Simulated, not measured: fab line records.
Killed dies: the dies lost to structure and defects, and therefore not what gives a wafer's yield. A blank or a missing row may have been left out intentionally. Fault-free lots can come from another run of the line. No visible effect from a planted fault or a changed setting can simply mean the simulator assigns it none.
fab line records + flow sky130
[record]
- lots = 14
- wafers = 42
- last_day = 50
route steps=708 shown METAL1@451 VIA1@460 METAL2@485
lots that met no fault: taken from a fault-free run of the same line
start_h: hours from the record's first day to the start of the lot's first wafer shown + wait_h: hours elapsed since this lot's preceding step + " identical to the entry in the row above + L1.1+2: one row covering several wafers at once + - value missing, or start not given + * or withheld: withheld + < > ~ a bound
route shown NAME@n: a module of which the file shows steps, and the number in the route of the first + usual: mean and standard deviation over wafers with no fault + same: alike in all rows + chamber/n: place in a boat + sites: readings site by site + _std_site: their standard deviation + _edge_site: inner sites' mean taken away from outer sites' mean + radius_mm: for every site, how far away it sits from the centre of the wafer + mask NAME#n: copy n + behind: the last tool/chamber to shape the wafer + hold: what put the lot on hold/how long, in hours/how the hold closed + device: the transistor (n, p or np) that didn't switch + end of line: the tests these same wafers got at the end of their route + a step given without rows: its recipe and nothing more + killed: dies that structure and defects cost at the first sort, which is not the same as the wafer's yield + map: a wafer's dies, x killed, . not, _ none there
set.NAME: the setting the step ran with; set.NAME@STEP: the setting that earlier step ran with + model.NAME: the simulator's own value behind a step, which no gauge read
route steps across a sampled set of lots; one table per step, one row per wafer
services: from which hour (start_h, from the record's first day; less than 0 if before it) a tool's chamber was out of use, for how many hours, and why
[[steps]]
[step SKY_METAL1_DESCUM_17]
[recipe]
- chemistry = O2
- source_power_w = 150
- bias_power_w = 0
- pressure_mtorr = 10
- temp_c = 40
- time_s = 8
[usual]
- drypump_motor_current_A = 5.74/0.13
- oes_product_au = 0.999/0.012
| lot.wafer | tool         | chamber | start_h | wait_h | drypump_motor_current_A | oes_product_au | rf_hours_counter_h |
|-----------|--------------|---------|---------|--------|-------------------------|----------------|--------------------|
| L818.2    | rie_metal-01 | 1       | 777.86  | 0.0    | 5.92                    | 1.010          | -                  |
| L818.4    | "            | 1       | "       | "      | 5.93                    | 1.008          | -                  |
| L818.6    | "            | 1       | "       | "      | 5.92                    | 1.004          | -                  |
| L819.1    | rie_metal-03 | 0       | 778.50  | 0.0    | 5.71                    | 1.001          | 3                  |
| L819.3    | "            | 1       | "       | "      | 5.87                    | 1.011          | -                  |
| L819.4    | "            | 0       | "       | "      | 5.71                    | 1.002          | -                  |
| L820.2    | rie_metal-01 | 1       | 782.25  | 0.0    | 5.92                    | 1.005          | 10                 |
| L820.3    | "            | 1       | "       | "      | 5.93                    | 1.011          | -                  |
| L820.4    | "            | 0       | "       | "      | 5.73                    | 0.981          | -                  |
| L821.2    | rie_metal-03 | 0       | 804.95  | 0.0    | 5.68                    | 1.010          | -                  |
| L821.3    | "            | 0       | "       | "      | 5.60                    | 1.008          | -                  |
| L821.5    | "            | 0       | "       | "      | 5.63                    | 1.005          | -                  |
| L824.1    | rie_metal-04 | 0       | 812.69  | 0.0    | 5.69                    | 0.988          | 9                  |
| L824.4    | "            | 0       | "       | "      | 5.69                    | 0.983          | -                  |
| L824.6    | "            | 1       | "       | "      | 5.54                    | 0.995          | -                  |
| L823.2    | rie_metal-01 | 0       | 814.33  | 0.0    | 5.70                    | 0.977          | 1                  |
| L823.3    | "            | 0       | "       | "      | 5.72                    | 0.986          | -                  |
| L823.5    | "            | 0       | "       | "      | 5.71                    | 0.981          | -                  |
| L825.2    | rie_metal-03 | 0       | 821.96  | 0.0    | 5.71                    | 0.998          | -                  |
| L825.3    | "            | 0       | "       | "      | 5.67                    | 1.004          | -                  |
| L825.6    | "            | 0       | "       | "      | 5.66                    | 1.002          | -                  |
| L827.4    | rie_metal-01 | 1       | 836.20  | 0.0    | 5.92                    | 0.993          | -                  |
| L827.5    | "            | 1       | "       | "      | 5.92                    | 1.005          | -                  |
| L827.6    | "            | 0       | "       | "      | 5.71                    | 0.979          | -                  |
| L828.3    | rie_metal-04 | 1       | 839.67  | 0.0    | 5.54                    | 0.996          | -                  |
| L828.4    | "            | 0       | "       | "      | 5.71                    | 0.995          | -                  |
| L828.5    | "            | 1       | "       | "      | 5.54                    | 0.994          | -                  |
| L835.2    | rie_metal-03 | 0       | 899.00  | 0.0    | 5.71                    | 1.006          | 9                  |
| L835.3    | "            | 1       | "       | "      | 5.88                    | 1.017          | -                  |
| L835.5    | "            | 1       | "       | "      | 5.90                    | 1.021          | -                  |
| L836.1    | rie_metal-04 | 1       | 900.01  | 0.0    | 5.54                    | 1.000          | 14                 |
| L836.2    | "            | 0       | "       | "      | 5.71                    | 1.000          | 12                 |
| L836.4    | "            | 0       | "       | "      | 5.70                    | 0.999          | -                  |
| L837.3    | rie_metal-01 | 0       | 908.62  | 0.0    | 5.70                    | 0.997          | -                  |
| L837.4    | "            | 1       | "       | "      | 5.90                    | 1.002          | -                  |
| L837.6    | "            | 1       | "       | "      | 5.91                    | 1.007          | -                  |
| L839.1    | rie_metal-01 | 0       | 924.65  | 0.0    | 5.70                    | 0.973          | 5                  |
| L839.5    | "            | 1       | "       | "      | 5.92                    | 0.999          | -                  |
| L839.6    | "            | 0       | "       | "      | 5.70                    | 0.983          | -                  |
| L840.2    | rie_metal-01 | 1       | 927.08  | 0.0    | 5.92                    | 1.011          | 16                 |
| L840.3    | "            | 1       | "       | "      | 5.92                    | 1.004          | -                  |
| L840.6    | "            | 0       | "       | "      | 5.73                    | 0.977          | -                  |
[step SKY_VIA1_CMP_02]
[recipe]
- material = SiO2
- down_force_psi = 4
- platen_rpm = 60
- pad_velocity_m_s = 0.94248
[usual]
- motor_current_A = 11.9/1.4
- platen_rpm = 59.99/0.041
| lot.wafer | tool   | chamber | start_h | wait_h | motor_current_A | platen_rpm |
|-----------|--------|---------|---------|--------|-----------------|------------|
| L818.4    | cmp-02 | 3       | 778.99  | 0.0    | 10.8            | 60.00      |
| L818.2    | "      | 1       | "       | "      | 10.8            | 60.01      |
| L818.6    | "      | 3       | "       | "      | 10.6            | 59.99      |
| L819.3    | cmp-01 | 3       | 779.45  | 0.0    | 12.1            | 59.93      |
| L819.4    | "      | 0       | "       | "      | 15.1            | 59.97      |
| L819.1    | "      | 1       | "       | "      | 10.3            | 59.96      |
| L820.2    | cmp-01 | 1       | 783.20  | 0.0    | 10.3            | 60.05      |
| L820.4    | "      | 2       | "       | "      | 12.1            | 59.98      |
| L820.3    | "      | 0       | "       | "      | 14.9            | 59.97      |
| L821.3    | cmp-02 | 3       | 806.31  | 0.1    | 10.9            | 60.06      |
| L821.2    | "      | 0       | "       | "      | 12.5            | 59.98      |
| L821.5    | "      | 2       | "       | "      | 11.4            | 60.02      |
| L824.4    | cmp-02 | 1       | 813.68  | 0.1    | 11.1            | 60.04      |
| L824.1    | "      | 3       | "       | "      | 10.1            | 60.03      |
| L824.6    | "      | 0       | "       | "      | 12.8            | 59.94      |
| L823.3    | cmp-02 | 3       | 815.33  | 0.1    | 10.6            | 60.02      |
| L823.2    | "      | 0       | "       | "      | 13.0            | 60.02      |
| L823.5    | "      | 2       | "       | "      | 11.5            | 59.97      |
| L825.2    | cmp-02 | 0       | 823.09  | 0.0    | 12.7            | 60.06      |
| L825.3    | "      | 2       | "       | "      | 11.6            | 59.97      |
| L825.6    | "      | 1       | "       | "      | 11.9            | 60.05      |
| L827.4    | cmp-02 | 0       | 837.18  | 0.1    | 13.0            | 59.93      |
| L827.5    | "      | 3       | "       | "      | 10.3            | 59.97      |
| L827.6    | "      | 0       | "       | "      | 12.9            | 60.09      |
| L828.3    | cmp-02 | 3       | 840.61  | 0.0    | 10.6            | 59.95      |
| L828.4    | "      | 0       | "       | "      | 12.9            | 60.01      |
| L828.5    | "      | 0       | "       | "      | 12.7            | 60.12      |
| L835.3    | cmp-01 | 1       | 900.03  | 0.1    | 10.4            | 60.01      |
| L835.2    | "      | 2       | "       | "      | 12.1            | 59.98      |
| L835.5    | "      | 1       | "       | "      | 10.4            | 60.00      |
| L836.4    | cmp-02 | 2       | 901.01  | 0.1    | 11.0            | 59.98      |
| L836.1    | "      | 3       | "       | "      | 10.4            | 59.99      |
| L836.2    | "      | 0       | "       | "      | 12.3            | 60.03      |
| L837.3    | cmp-01 | 2       | 909.55  | 0.0    | 12.4            | 60.03      |
| L837.4    | "      | 0       | "       | "      | 15.6            | 59.96      |
| L837.6    | "      | 3       | "       | "      | 12.1            | 59.99      |
| L839.1    | cmp-02 | 1       | 925.69  | 0.1    | 11.2            | 59.95      |
| L839.5    | "      | 0       | "       | "      | 13.0            | 60.00      |
| L839.6    | "      | 1       | "       | "      | 11.3            | 59.96      |
| L840.3    | cmp-01 | 1       | 928.07  | 0.0    | 10.4            | 59.98      |
| L840.2    | "      | 2       | "       | "      | 11.7            | 59.91      |
| L840.6    | "      | 2       | "       | "      | 12.0            | 60.02      |
[step SKY_METAL2_SPUTTER_02]
[recipe]
- material = AlCu
- target_thk_nm = 250
- power_w = 10600
- time_s = 13.3
- chamber_pressure_pa = 0.4
[usual]
- cathode_dc_power_W = 10600/1.9
- chamber_pressure_pa = 0.4001/0.00085
- throttle_valve_pct = 30.1/0.97
| lot.wafer | tool           | chamber | start_h | wait_h | cathode_dc_power_W | chamber_pressure_pa | throttle_valve_pct |
|-----------|----------------|---------|---------|--------|--------------------|---------------------|--------------------|
| L818.2    | pvd_sputter-04 | -       | 808.10  | 0.0    | 10602              | 0.4005              | 30.3               |
| L818.4    | "              | -       | "       | "      | 10599              | 0.4017              | 31.0               |
| L818.6    | "              | -       | "       | "      | 10599              | 0.4003              | 30.2               |
| L819.1    | pvd_sputter-01 | -       | 808.26  | 0.0    | 10595              | 0.4007              | 31.2               |
| L819.3    | "              | -       | "       | "      | 10598              | 0.3995              | 30.0               |
| L819.4    | "              | -       | "       | "      | 10602              | 0.4000              | 30.6               |
| L820.2    | pvd_sputter-01 | -       | 811.26  | 0.0    | 10601              | 0.3987              | 30.0               |
| L820.3    | "              | -       | "       | "      | 10596              | 0.3992              | 30.7               |
| L820.4    | "              | -       | "       | "      | 10599              | 0.4009              | 30.4               |
| L821.2    | pvd_sputter-02 | -       | 833.55  | 0.0    | 10601              | 0.4001              | 29.4               |
| L821.3    | "              | -       | "       | "      | 10602              | 0.4001              | 30.3               |
| L821.5    | "              | -       | "       | "      | 10601              | 0.4006              | 30.5               |
| L824.1    | pvd_sputter-01 | -       | 841.56  | 0.0    | 10600              | 0.4002              | 30.0               |
| L824.4    | "              | -       | "       | "      | 10598              | 0.4012              | 31.4               |
| L824.6    | "              | -       | "       | "      | 10599              | 0.4006              | 30.1               |
| L823.2    | pvd_sputter-04 | -       | 843.04  | 0.0    | 10600              | 0.3986              | 29.9               |
| L823.3    | "              | -       | "       | "      | 10603              | 0.3994              | 28.1               |
| L823.5    | "              | -       | "       | "      | 10599              | 0.3987              | 30.0               |
| L825.2    | pvd_sputter-04 | -       | 849.80  | 0.0    | 10600              | 0.3995              | 30.3               |
| L825.3    | "              | -       | "       | "      | 10600              | 0.4004              | 31.1               |
| L825.6    | "              | -       | "       | "      | 10601              | 0.3997              | 31.1               |
| L827.4    | pvd_sputter-02 | -       | 865.10  | 0.0    | 10600              | 0.4000              | 30.5               |
| L827.5    | "              | -       | "       | "      | 10602              | 0.4022              | 29.8               |
| L827.6    | "              | -       | "       | "      | 10598              | 0.3996              | 29.2               |
| L828.3    | pvd_sputter-04 | -       | 867.49  | 0.0    | 10601              | 0.4006              | 31.1               |
| L828.4    | "              | -       | "       | "      | 10602              | 0.4005              | 28.0               |
| L828.5    | "              | -       | "       | "      | 10603              | 0.4015              | 31.0               |
| L835.2    | pvd_sputter-04 | -       | 926.60  | 0.0    | 10604              | 0.3998              | 31.1               |
| L835.3    | "              | -       | "       | "      | 10601              | 0.4001              | 30.8               |
| L835.5    | "              | -       | "       | "      | 10599              | 0.4007              | 31.3               |
| L836.1    | pvd_sputter-04 | -       | 928.04  | 0.0    | 10599              | 0.4008              | 30.8               |
| L836.2    | "              | -       | "       | "      | 10600              | 0.3992              | 28.3               |
| L836.4    | "              | -       | "       | "      | 10601              | 0.4004              | 30.3               |
| L837.3    | pvd_sputter-04 | -       | 935.90  | 0.0    | 10599              | 0.4007              | 30.3               |
| L837.4    | "              | -       | "       | "      | 10599              | 0.3983              | 30.8               |
| L837.6    | "              | -       | "       | "      | 10602              | 0.4013              | 30.1               |
| L839.1    | pvd_sputter-04 | -       | 951.73  | 0.0    | 10599              | 0.4023              | 30.7               |
| L839.5    | "              | -       | "       | "      | 10599              | 0.4011              | 30.9               |
| L839.6    | "              | -       | "       | "      | 10603              | 0.4004              | 30.8               |
| L840.2    | pvd_sputter-01 | -       | 954.52  | 0.0    | 10601              | 0.4003              | 31.3               |
| L840.3    | "              | -       | "       | "      | 10603              | 0.4004              | 30.3               |
| L840.6    | "              | -       | "       | "      | 10599              | 0.4011              | 31.2               |
[step SKY_METAL2_RS_MEAS_05]
[recipe]
- thk_meas_gauge = four-point-probe
- reads = TiN_of_METAL2_SPUTTER_04+Ti_of_METAL2_SPUTTER_03+AlCu_of_METAL2_SPUTTER_02+TiN_of_METAL2_SPUTTER_01+Ti_of_METAL2_SPUTTER_00
[usual]
- METAL2_ALCU_RS = 0.1269/0.0022
| lot.wafer | tool          | chamber | start_h | wait_h | METAL2_ALCU_RS[ohm/sq] |
|-----------|---------------|---------|---------|--------|------------------------|
| L818.2    | film_metro-03 | -       | 808.21  | 0.0    | 0.1308                 |
| L818.4    | "             | -       | "       | "      | 0.1262                 |
| L818.6    | "             | -       | "       | "      | 0.1317                 |
| L819.1    | film_metro-01 | -       | 808.35  | 0.0    | 0.1247                 |
| L819.3    | "             | -       | "       | "      | 0.1239                 |
| L819.4    | "             | -       | "       | "      | 0.1245                 |
| L820.2    | film_metro-01 | -       | 811.38  | 0.0    | 0.1242                 |
| L820.3    | "             | -       | "       | "      | 0.1248                 |
| L820.4    | "             | -       | "       | "      | 0.1262                 |
| L821.2    | film_metro-03 | -       | 833.67  | 0.0    | 0.1285                 |
| L821.3    | "             | -       | "       | "      | 0.1301                 |
| L821.5    | "             | -       | "       | "      | 0.1309                 |
| L824.1    | film_metro-03 | -       | 841.66  | 0.0    | 0.1261                 |
| L824.4    | "             | -       | "       | "      | 0.1277                 |
| L824.6    | "             | -       | "       | "      | 0.1248                 |
| L823.2    | film_metro-03 | -       | 843.15  | 0.0    | 0.1304                 |
| L823.3    | "             | -       | "       | "      | 0.1243                 |
| L823.5    | "             | -       | "       | "      | 0.1303                 |
| L825.2    | film_metro-04 | -       | 849.92  | 0.0    | 0.1307                 |
| L825.3    | "             | -       | "       | "      | 0.0646                 |
| L825.6    | "             | -       | "       | "      | 0.0647                 |
| L827.4    | film_metro-04 | -       | 865.25  | 0.1    | 0.1271                 |
| L827.5    | "             | -       | "       | "      | 0.1282                 |
| L827.6    | "             | -       | "       | "      | 0.1293                 |
| L828.3    | film_metro-04 | -       | 867.62  | 0.1    | 0.0643                 |
| L828.4    | "             | -       | "       | "      | 0.1252                 |
| L828.5    | "             | -       | "       | "      | 0.1251                 |
| L835.2    | film_metro-04 | -       | 926.71  | 0.0    | 0.1238                 |
| L835.3    | "             | -       | "       | "      | 0.1232                 |
| L835.5    | "             | -       | "       | "      | 0.1232                 |
| L836.1    | film_metro-01 | -       | 928.13  | 0.0    | 0.1265                 |
| L836.2    | "             | -       | "       | "      | 0.1259                 |
| L836.4    | "             | -       | "       | "      | 0.1314                 |
| L837.3    | film_metro-01 | -       | 936.03  | 0.1    | 0.1324                 |
| L837.4    | "             | -       | "       | "      | 0.1276                 |
| L837.6    | "             | -       | "       | "      | 0.1322                 |
| L839.1    | film_metro-03 | -       | 951.82  | 0.0    | 0.1266                 |
| L839.5    | "             | -       | "       | "      | 0.1261                 |
| L839.6    | "             | -       | "       | "      | 0.1267                 |
| L840.2    | film_metro-01 | -       | 954.63  | 0.0    | 0.1282                 |
| L840.3    | "             | -       | "       | "      | 0.1269                 |
| L840.6    | "             | -       | "       | "      | 0.1274                 |
[step SKY_METAL2_THK_MEAS_06]
[recipe]
- thk_meas_gauge = xrf
- reads = AlCu_of_METAL2_SPUTTER_02
[usual]
- METAL2_ALCU_THK = 258/4.4
| lot.wafer | tool          | chamber | start_h | wait_h | METAL2_ALCU_THK[nm] |
|-----------|---------------|---------|---------|--------|---------------------|
| L818.2    | film_metro-03 | -       | 808.32  | 0.1    | 250                 |
| L818.4    | "             | -       | "       | "      | 257                 |
| L818.6    | "             | -       | "       | "      | 249                 |
| L819.1    | film_metro-01 | -       | 808.47  | 0.1    | 260                 |
| L819.3    | "             | -       | "       | "      | 262                 |
| L819.4    | "             | -       | "       | "      | 261                 |
| L820.2    | film_metro-01 | -       | 811.49  | 0.1    | 259                 |
| L820.3    | "             | -       | "       | "      | 261                 |
| L820.4    | "             | -       | "       | "      | 258                 |
| L821.2    | film_metro-03 | -       | 833.78  | 0.1    | 257                 |
| L821.3    | "             | -       | "       | "      | 251                 |
| L821.5    | "             | -       | "       | "      | 251                 |
| L824.1    | film_metro-03 | -       | 841.78  | 0.1    | 261                 |
| L824.4    | "             | -       | "       | "      | 258                 |
| L824.6    | "             | -       | "       | "      | 262                 |
| L823.2    | film_metro-03 | -       | 843.26  | 0.1    | 251                 |
| L823.3    | "             | -       | "       | "      | 266                 |
| L823.5    | "             | -       | "       | "      | 253                 |
| L825.2    | film_metro-04 | -       | 850.03  | 0.1    | 251                 |
| L825.3    | "             | -       | "       | "      | 499                 |
| L825.6    | "             | -       | "       | "      | 497                 |
| L827.4    | film_metro-04 | -       | 865.34  | 0.1    | 258                 |
| L827.5    | "             | -       | "       | "      | 257                 |
| L827.6    | "             | -       | "       | "      | 253                 |
| L828.3    | film_metro-04 | -       | 867.72  | 0.1    | 504                 |
| L828.4    | "             | -       | "       | "      | 263                 |
| L828.5    | "             | -       | "       | "      | 262                 |
| L835.2    | film_metro-04 | -       | 926.82  | 0.1    | 264                 |
| L835.3    | "             | -       | "       | "      | 265                 |
| L835.5    | "             | -       | "       | "      | 267                 |
| L836.1    | film_metro-01 | -       | 928.25  | 0.1    | 257                 |
| L836.2    | "             | -       | "       | "      | 260                 |
| L836.4    | "             | -       | "       | "      | 249                 |
| L837.3    | film_metro-01 | -       | 936.13  | 0.1    | 248                 |
| L837.4    | "             | -       | "       | "      | 253                 |
| L837.6    | "             | -       | "       | "      | 247                 |
| L839.1    | film_metro-03 | -       | 951.94  | 0.1    | 259                 |
| L839.5    | "             | -       | "       | "      | 261                 |
| L839.6    | "             | -       | "       | "      | 260                 |
| L840.2    | film_metro-01 | -       | 954.74  | 0.1    | 255                 |
| L840.3    | "             | -       | "       | "      | 258                 |
| L840.6    | "             | -       | "       | "      | 255                 |
[step SKY_METAL2_OVL_MEAS_16]
[usual]
- METAL2_OVL = -1/4.8
| lot.wafer | tool       | chamber | start_h | wait_h | METAL2_OVL[nm] |
|-----------|------------|---------|---------|--------|----------------|
| L818.2    | overlay-02 | -       | 833.77  | 0.1    | 2              |
| L818.4    | "          | -       | "       | "      | 0              |
| L818.6    | "          | -       | "       | "      | -4             |
| L819.1    | overlay-01 | -       | 834.77  | 0.1    | -2             |
| L819.3    | "          | -       | "       | "      | 13             |
| L819.4    | "          | -       | "       | "      | 5              |
| L820.2    | overlay-01 | -       | 836.27  | 0.1    | 3              |
| L820.3    | "          | -       | "       | "      | -2             |
| L820.4    | "          | -       | "       | "      | -4             |
| L821.2    | overlay-01 | -       | 859.32  | 0.1    | -3             |
| L821.3    | "          | -       | "       | "      | 4              |
| L821.5    | "          | -       | "       | "      | 3              |
| L824.1    | overlay-02 | -       | 867.90  | 0.1    | 3              |
| L824.4    | "          | -       | "       | "      | -5             |
| L824.6    | "          | -       | "       | "      | 6              |
| L823.2    | overlay-02 | -       | 869.17  | 0.1    | -5             |
| L823.3    | "          | -       | "       | "      | 1              |
| L823.5    | "          | -       | "       | "      | -2             |
| L825.2    | overlay-01 | -       | 875.75  | 0.1    | -8             |
| L825.3    | "          | -       | "       | "      | -8             |
| L825.6    | "          | -       | "       | "      | -9             |
| L827.4    | overlay-02 | -       | 890.49  | 0.1    | 7              |
| L827.5    | "          | -       | "       | "      | -1             |
| L827.6    | "          | -       | "       | "      | 3              |
| L828.3    | overlay-02 | -       | 893.31  | 0.1    | -4             |
| L828.4    | "          | -       | "       | "      | -5             |
| L828.5    | "          | -       | "       | "      | -1             |
| L835.2    | overlay-02 | -       | 951.10  | 0.1    | 2              |
| L835.3    | "          | -       | "       | "      | 6              |
| L835.5    | "          | -       | "       | "      | 2              |
| L836.1    | overlay-01 | -       | 952.92  | 0.1    | -3             |
| L836.2    | "          | -       | "       | "      | 2              |
| L836.4    | "          | -       | "       | "      | -6             |
| L837.3    | overlay-02 | -       | 960.21  | 0.1    | -12            |
| L837.4    | "          | -       | "       | "      | -6             |
| L837.6    | "          | -       | "       | "      | -9             |
| L839.1    | overlay-01 | -       | 975.90  | 0.1    | -7             |
| L839.5    | "          | -       | "       | "      | -8             |
| L839.6    | "          | -       | "       | "      | -4             |
| L840.2    | overlay-02 | -       | 978.85  | 0.1    | 10             |
| L840.3    | "          | -       | "       | "      | 5              |
| L840.6    | "          | -       | "       | "      | -2             |
[step SKY_METAL2_METAL_ETCH_19]
[recipe]
- target_depth_a = 3600
- stop_on = SiO2
- over_etch_frac = 0.3
- time_s = 78
- chemistry = Cl2/BCl3
- resist_sidewall_deg = 88
- pressure_mtorr = 10
- icp_w = 900
- bias_w = 48.5
- Cl2_flow_sccm = 60
- bcl3_flow_sccm = 30
[usual]
- drypump_motor_current_A = 5.8/0.33
- oes_product_au = 0.854/0.0074
- throttle_valve_pct = 22.264/0.009
| lot.wafer | tool         | chamber | start_h | wait_h | drypump_motor_current_A | oes_product_au | rf_hours_counter_h | throttle_valve_pct |
|-----------|--------------|---------|---------|--------|-------------------------|----------------|--------------------|--------------------|
| L818.2    | rie_metal-02 | 0       | 834.02  | 0.1    | 6.3                     | 0.838          | -                  | 22.274             |
| L818.4    | "            | 0       | "       | "      | 6.3                     | 0.865          | -                  | 22.262             |
| L818.6    | "            | 0       | "       | "      | 6.3                     | 0.840          | -                  | 22.263             |
| L819.1    | rie_metal-04 | 1       | 834.90  | 0.0    | 5.5                     | 0.856          | 11                 | 22.274             |
| L819.3    | "            | 0       | "       | "      | 5.7                     | 0.857          | -                  | 22.267             |
| L819.4    | "            | 1       | "       | "      | 5.5                     | 0.852          | -                  | 22.265             |
| L820.2    | rie_metal-02 | 0       | 836.52  | 0.1    | 6.3                     | 0.860          | -                  | 22.274             |
| L820.3    | "            | 0       | "       | "      | 6.3                     | 0.858          | -                  | 22.267             |
| L820.4    | "            | 0       | "       | "      | 6.3                     | 0.862          | -                  | 22.255             |
| L821.2    | rie_metal-04 | 0       | 859.45  | 0.0    | 5.7                     | 0.854          | 11                 | 22.270             |
| L821.3    | "            | 1       | "       | "      | 5.5                     | 0.843          | -                  | 22.269             |
| L821.5    | "            | 1       | "       | "      | 5.5                     | 0.843          | -                  | 22.257             |
| L824.1    | rie_metal-04 | 1       | 868.03  | 0.0    | 5.5                     | 0.858          | 13                 | 22.256             |
| L824.4    | "            | 0       | "       | "      | 5.7                     | 0.842          | -                  | 22.263             |
| L824.6    | "            | 1       | "       | "      | 5.5                     | 0.863          | -                  | 22.261             |
| L823.2    | rie_metal-03 | 0       | 869.30  | 0.0    | 5.7                     | 0.847          | 8                  | 22.246             |
| L823.3    | "            | 0       | "       | "      | 5.6                     | 0.857          | -                  | 22.255             |
| L823.5    | "            | 0       | "       | "      | 5.7                     | 0.834          | -                  | 22.277             |
| L825.2    | rie_metal-04 | 1       | 875.88  | 0.0    | 5.5                     | 0.840          | 13                 | 22.263             |
| L825.3    | "            | 1       | "       | "      | 5.5                     | 0.993          | -                  | 22.258             |
| L825.6    | "            | 1       | "       | "      | 5.5                     | 1.002          | -                  | 22.277             |
| L827.4    | rie_metal-03 | 0       | 890.63  | 0.1    | 5.6                     | 0.847          | -                  | 22.279             |
| L827.5    | "            | 1       | "       | "      | 5.8                     | 0.848          | -                  | 22.256             |
| L827.6    | "            | 0       | "       | "      | 5.7                     | 0.850          | -                  | 22.271             |
| L828.3    | rie_metal-04 | 1       | 893.46  | 0.1    | 5.5                     | 0.994          | -                  | 22.267             |
| L828.4    | "            | 0       | "       | "      | 5.7                     | 0.859          | -                  | 22.269             |
| L828.5    | "            | 1       | "       | "      | 5.5                     | 0.859          | -                  | 22.267             |
| L835.2    | rie_metal-02 | 0       | 951.23  | 0.0    | 6.3                     | 0.850          | 9                  | 22.268             |
| L835.3    | "            | 1       | "       | "      | 5.3                     | 0.853          | -                  | 22.264             |
| L835.5    | "            | 0       | "       | "      | 6.3                     | 0.865          | -                  | 22.275             |
| L836.1    | rie_metal-02 | 1       | 953.05  | 0.0    | 5.3                     | 0.856          | 1                  | 22.266             |
| L836.2    | "            | 0       | "       | "      | 6.3                     | 0.859          | 9                  | 22.258             |
| L836.4    | "            | 1       | "       | "      | 5.3                     | 0.840          | -                  | 22.272             |
| L837.3    | rie_metal-04 | 0       | 960.48  | 0.1    | 5.7                     | 0.847          | -                  | 22.257             |
| L837.4    | "            | 0       | "       | "      | 5.7                     | 0.857          | -                  | 22.268             |
| L837.6    | "            | 0       | "       | "      | 5.7                     | 0.833          | -                  | 22.265             |
| L839.1    | rie_metal-02 | 0       | 976.03  | 0.0    | 6.3                     | 0.851          | 10                 | 22.285             |
| L839.5    | "            | 0       | "       | "      | 6.3                     | 0.850          | -                  | 22.254             |
| L839.6    | "            | 1       | "       | "      | 5.3                     | 0.849          | -                  | 22.284             |
| L840.2    | rie_metal-03 | 0       | 978.98  | 0.0    | 5.6                     | 0.854          | 13                 | 22.267             |
| L840.3    | "            | 1       | "       | "      | 5.9                     | 0.843          | -                  | 22.272             |
| L840.6    | "            | 1       | "       | "      | 5.9                     | 0.843          | -                  | 22.268             |
[[services]]
| tool           | chamber | start_h | hours | kind   |
|----------------|---------|---------|-------|--------|
| cmp-02         | -       | 762.07  | 4.0   | pm     |
| rie_metal-01   | 1       | 763.96  | 13.1  | repair |
| cmp-01         | -       | 770.88  | 1.5   | repair |
| pvd_sputter-01 | -       | 781.32  | 3.5   | repair |
| rie_metal-01   | -       | 791.61  | 1.4   | pm     |
| pvd_sputter-04 | -       | 811.55  | 4.1   | repair |
| cmp-02         | -       | 815.71  | 1.3   | repair |
| rie_metal-02   | 0       | 817.11  | 12.6  | repair |
| pvd_sputter-01 | -       | 818.41  | 4.4   | repair |
| cmp-02         | -       | 824.36  | 1.0   | repair |
| rie_metal-02   | 1       | 829.55  | 22.2  | repair |
| rie_metal-02   | -       | 840.16  | 0.6   | repair |
| cmp-01         | -       | 841.60  | 0.8   | repair |
| rie_metal-02   | -       | 869.32  | 0.7   | repair |
| cmp-02         | -       | 874.48  | 5.8   | pm     |
| pvd_sputter-01 | -       | 896.56  | 1.6   | repair |
| cmp-02         | -       | 899.95  | 0.3   | repair |
| cmp-01         | -       | 912.00  | 4.0   | pm     |
| pvd_sputter-01 | -       | 913.08  | 15.4  | repair |
| cmp-01         | -       | 929.97  | 4.2   | pm     |
| pvd_sputter-01 | -       | 937.92  | 5.3   | repair |
| pvd_sputter-02 | -       | 949.04  | 2.1   | repair |
| rie_metal-04   | 1       | 952.12  | 10.9  | repair |
| cmp-02         | -       | 956.80  | 1.4   | repair |
[[key]]
[first_sign]
- step = SKY_METAL2_RS_MEAS_05
- reading = METAL2_ALCU_RS
- direction = down
- sigmas = 28
- usual = 0.1269
- struck = 0.0646
[effect]
- step = SKY_METAL2_THK_MEAS_06
- reading = METAL2_ALCU_THK
- direction = up
- sigmas = 55
- usual = 258
- struck = 500
[effect]
- step = SKY_METAL2_METAL_ETCH_19
- reading = oes_product_au
- direction = up
- sigmas = 19
- usual = 0.854
- struck = 0.996
met_at SKY_METAL2_SPUTTER_02
struck_lots L825,L828
struck_wafers L825.3,L825.6,L828.3
later_rows_left_out L825.3,L825.6,L828.3
sort_left_out L825.3,L825.6,L828.3
not_acting_at SKY_METAL1_DESCUM_17,SKY_VIA1_CMP_02,SKY_METAL2_OVL_MEAS_16
onset_between 808.10 849.80
[fault]
- kind = process_parameter_drift
- tool = pvd_sputter-04
- chamber = -
- onset_h = 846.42
- steps = SKY_METAL2_SPUTTER_02
- channel = target_thk_nm
- offset = 231.66
- shape = step
- end_h = 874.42
- acts_in = these_recipes_only
- stated = 250
- scope = struck_wafers_only
// sort_left_out: the simulated sort isn't trusted on such a fault, so these wafers' sort isn't shown, and their yield isn't known
// later_rows_left_out: the simulator's readings of these wafers behind a module that went badly wrong aren't trusted and aren't shown, but for the sort
